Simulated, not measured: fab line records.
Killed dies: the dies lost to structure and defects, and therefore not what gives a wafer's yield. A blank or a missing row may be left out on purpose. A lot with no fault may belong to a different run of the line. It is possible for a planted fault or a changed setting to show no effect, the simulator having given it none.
The tool behind it: which one? | flow gf180mcu | at 1 step of a route of 602, 12 lots with 36 wafers sampled

WHAT EACH GAUGE READ, for each wafer
GF_V2_CD_MEAS_14 targets a cd of 260 nm.
lot  | measured     | on       | cdNm (nm)
L075 | day 20 23:33 | cdSem-02 | 261.2 260.3 261.1
L077 | day 22 00:32 | cdSem-02 | 260.2 259.8 259.7
L079 | day 22 23:35 | cdSem-01 | 258.5 258.3 257.7
L081 | day 23 19:21 | cdSem-01 | 258.5 258.5 257.2
L083 | day 24 01:26 | cdSem-02 | 261.5 261.5 261.1
L085 | day 25 01:59 | cdSem-02 | 262.1 261.6 262.9
L087 | day 25 11:16 | cdSem-01 | 259.5 257.5 257.5
L089 | day 26 04:41 | cdSem-01 | 261.1 261.7 261.5
L091 | day 26 23:03 | cdSem-02 | 262.7 261.2 262.1
L093 | day 27 07:09 | cdSem-01 | 260.9 259.6 261.2
L095 | day 28 00:03 | cdSem-02 | 260.3 262.9 261.0
L097 | day 28 20:28 | cdSem-02 | 258.4 258.7 258.6

EACH LOT AND THE TOOL THAT RAN IT (in order: tool; ch and the chambers of the sampled wafers; start)
No process step before these readings appears in the record.

THE ANSWER, worked out from the rows above alone
Rule: the lots themselves supply what counts as usual. Put in order of their means at a reading, lots are off if they are a third of the lots or fewer, leave a main group of 4 or more, and stand apart from it by a gap of 3 or more times the standard deviation of the main group's means; of several such gaps the widest counts. A main group is skipped when, at the precision printed for the reading in the tables above, its means are all equal. A lot without any number at a reading at which 4 lots or more have one is off too. Where the step has rows for the other lots, those lots are counted as sound.
Nothing can be told from this: no lot is off at any reading shown.

WHAT THE SIMULATOR HAD PUT IN
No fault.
